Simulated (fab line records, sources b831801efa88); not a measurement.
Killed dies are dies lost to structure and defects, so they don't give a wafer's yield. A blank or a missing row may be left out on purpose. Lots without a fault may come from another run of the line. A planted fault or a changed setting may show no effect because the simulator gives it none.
Chamber matching | flow sky130 | SKY_VIA3_CMP_24 on cmp-02: 4 sister chambers
The step polishes, stops on SiO2, t overpolish 20 s, target thk 0 nm. 8 wafers are shown with their chamber, then 9 later ones without.

WAFERS WITH THEIR CHAMBER
wafer  | chamber | motor_current_A (A) | time_to_endpoint_s (s)
L367.3 | 3       | 11.0                | 100
L372.4 | 2       | 10.1                | 94
L371.1 | 1       | 12.9                | 85
L371.4 | 0       | 12.9                | 96
L371.6 | 0       | 13.0                | 95
L374.1 | 3       | 11.2                | 95
L374.5 | 1       | 12.6                | 90
L374.6 | 2       | 10.3                | 94

WAFERS WITHOUT THEIR CHAMBER
wafer  | motor_current_A (A) | time_to_endpoint_s (s)
L379.1 | 11.8                | 93
L379.2 | 13.0                | 98
L379.5 | 11.0                | 92
L380.2 | 10.2                | 92
L380.5 | 12.6                | 96
L380.6 | 11.8                | 91
L382.1 | 11.8                | 98
L382.3 | 10.8                | 99
L382.6 | 13.1                | 95

WHICH CHAMBER EACH WENT THROUGH
wafer  | from the rows above     | in truth
L379.1 | can't be placed: 3 or 1 | 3
L379.2 | 0                       | 0
L379.5 | 3                       | 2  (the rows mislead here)
L380.2 | 2                       | 2
L380.5 | can't be placed: 0 or 1 | 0
L380.6 | can't be placed: 3 or 1 | 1
L382.1 | 3                       | 3
L382.3 | 3                       | 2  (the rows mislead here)
L382.6 | 0                       | 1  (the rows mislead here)
Placed correctly: 3 of 9. Can't be placed from these rows: 3 (the true chamber is among the candidates in 3). Placed wrongly: 3.
How it was worked out, from the rows above alone: a wafer's distance from a chamber is the root of the sum, over the readings, of the square of ((its reading less the chamber's mean) divided by the reading's scatter). The wafer belongs to the nearest chamber; if the next one is less than 2 further off, it can't be placed. A chamber's mean is the mean of its shown wafers. The scatter: the root of (the sum of the squares of (reading less its chamber's mean) over the shown wafers, divided by (wafers less chambers)).
